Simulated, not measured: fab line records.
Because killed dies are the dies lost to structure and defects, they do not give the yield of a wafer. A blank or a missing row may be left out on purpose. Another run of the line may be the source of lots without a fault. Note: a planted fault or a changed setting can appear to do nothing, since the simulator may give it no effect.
A single fault, viewed from 2 desks :: flow gf180mcu :: only its own numbers are on each desk; what lay behind them is given at the end

TOOL OWNER'S DESK, iline_stepper-01
The tool's own readings at GF_VT_IMPLANT_EXPOSE_15 (exposes mask Nwell LV AREA, target cd 860 nm): means of the sampled wafers that have a number, for each lot that ran on this tool. If a lot's mean is further than 4 standard deviations from the usual mean, the lot is out of limits and carries the mark OUT (the distance appears in the brackets).
Columns: A = exposure_dose_mJ_cm2 at GF_VT_IMPLANT_EXPOSE_15, usual 139.98; B = focus_offset_nm at GF_VT_IMPLANT_EXPOSE_15, usual 0.1 nm
lot: L857
first seen here: day 9 06:35
A: 139.83
B: 0.3

lot: L863
first seen here: day 10 21:26
A: 140.08
B: -0.2
This desk found nothing out of limits on any of the 2 lots.

THE METROLOGY DESK
Means of the sampled wafers that have a number, per lot and without regard to the tool the lot ran on: this is what the gauges read. If a lot's mean is further than 4 standard deviations from the usual mean, the lot is out of limits and carries the mark OUT (the distance appears in the brackets).
Columns: A = VT_IMPLANT_OVL at GF_VT_IMPLANT_OVL_MEAS_07, usual -0.4 nm; B = VT_IMPLANT_TW at GF_VT_IMPLANT_TW_MEAS_10, usual 561
lot: L845
first seen here: day 5 21:29
A: -2.3
B: 563

lot: L857
first seen here: day 8 21:46
A: -2.6
B: 560

lot: L861
first seen here: day 9 23:15
A: 0.3
B: 556

lot: L862
first seen here: day 10 04:59
A: -1.3
B: 566

lot: L863
first seen here: day 10 11:38
A: -0.8
B: 563

lot: L866
first seen here: day 11 06:01
A: 0.5
B: 571
This desk found nothing out of limits on any of the 6 lots.

PUT TOGETHER
The desk of the tool owner found nothing out of limits.
From the metrology desk's view, nothing was out of limits.

WHAT HAD BEEN PUT IN BY THE SIMULATOR
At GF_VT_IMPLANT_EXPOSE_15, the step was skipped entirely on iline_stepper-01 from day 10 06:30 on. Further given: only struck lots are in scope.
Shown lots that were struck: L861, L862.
